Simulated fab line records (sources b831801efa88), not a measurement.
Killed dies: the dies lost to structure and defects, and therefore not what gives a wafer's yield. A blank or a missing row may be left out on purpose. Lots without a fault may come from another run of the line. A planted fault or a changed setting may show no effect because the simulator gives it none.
Lot-split experiment | flow gf180mcu | 23 wafers read across 5 lots, on a route 602 steps long

ABOUT THE SPLIT
At GF_V1_SPUTTER_22 (material TiN, target thk 10 nm, time 40 s), the setting chamberPressurePa was moved away from the recipe's 5 Pa on 15 of the 23 wafers read, by -7.3% to +10.3%. The other wafers ran this setting at the recipe's value.

The reading comes from the split's own step.

THE READING
TiN_of_V1_SPUTTER_22.thkNm (the simulator's own value, which no gauge read), in nm, at GF_V1_SPUTTER_22 (material TiN, target thk 10 nm, time 40 s). No usual value for it is given in the file. The 8 wafers here that ran the recipe average 10.023 nm, standard deviation 0.11 nm.

wafer  | tool, chamber at the split | chamberPressurePa as run, Pa | against the recipe | TiN_of_V1_SPUTTER_22.thkNm, nm | against lot-mates on the recipe
L074.2 | pvdSputter-04, -           | 5                            | recipe             | 9.887                          | -
L074.4 | pvdSputter-04, -           | 5                            | recipe             | 9.864                          | -
L074.6 | pvdSputter-04, -           | 5                            | recipe             | 9.89                           | -
L076.1 | pvdSputter-03, -           | 5                            | recipe             | 10.05                          | -
L076.2 | pvdSputter-03, -           | 5                            | recipe             | 10.17                          | -
L076.3 | pvdSputter-03, -           | 5                            | recipe             | 10.12                          | -
L076.5 | pvdSputter-03, -           | 5                            | recipe             | 10.09                          | -
L076.6 | pvdSputter-03, -           | 5                            | recipe             | 10.11                          | -
L077.1 | pvdSputter-02, -           | 5.505                        | +10.1%             | 9.165                          | no lot-mate on the recipe
L077.3 | pvdSputter-02, -           | 5.505                        | +10.1%             | 9.265                          | no lot-mate on the recipe
L077.4 | pvdSputter-02, -           | 5.505                        | +10.1%             | 9.152                          | no lot-mate on the recipe
L077.5 | pvdSputter-02, -           | 5.505                        | +10.1%             | 9.263                          | no lot-mate on the recipe
L077.6 | pvdSputter-02, -           | 5.505                        | +10.1%             | 9.109                          | no lot-mate on the recipe
L081.2 | pvdSputter-04, -           | 4.633                        | -7.3%              | 10.72                          | no lot-mate on the recipe
L081.3 | pvdSputter-04, -           | 4.633                        | -7.3%              | 10.75                          | no lot-mate on the recipe
L081.4 | pvdSputter-04, -           | 4.633                        | -7.3%              | 10.66                          | no lot-mate on the recipe
L081.5 | pvdSputter-04, -           | 4.633                        | -7.3%              | 10.7                           | no lot-mate on the recipe
L081.6 | pvdSputter-04, -           | 4.633                        | -7.3%              | 10.73                          | no lot-mate on the recipe
L084.1 | pvdSputter-03, -           | 5.517                        | +10.3%             | 9.133                          | no lot-mate on the recipe
L084.2 | pvdSputter-03, -           | 5.517                        | +10.3%             | 9.154                          | no lot-mate on the recipe
L084.4 | pvdSputter-03, -           | 5.517                        | +10.3%             | 9.154                          | no lot-mate on the recipe
L084.3 | pvdSputter-03, -           | 5.517                        | +10.3%             | 9.039                          | no lot-mate on the recipe
L084.5 | pvdSputter-03, -           | 5.517                        | +10.3%             | 9.207                          | no lot-mate on the recipe

FIT RESULTS
A straight line over all 23 wafers: TiN_of_V1_SPUTTER_22.thkNm changes by -0.0873 nm for each +1% of chamberPressurePa; r = -0.99; the points scatter about the line by 0.086 nm.
Too few moved wafers have a lot-mate on the recipe to fit a line with each lot's own level taken away.

THE FILE'S OWN FIT
TiN_of_V1_SPUTTER_22.thkNm changes by -0.0873 nm for each +1% of chamberPressurePa, r = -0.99.
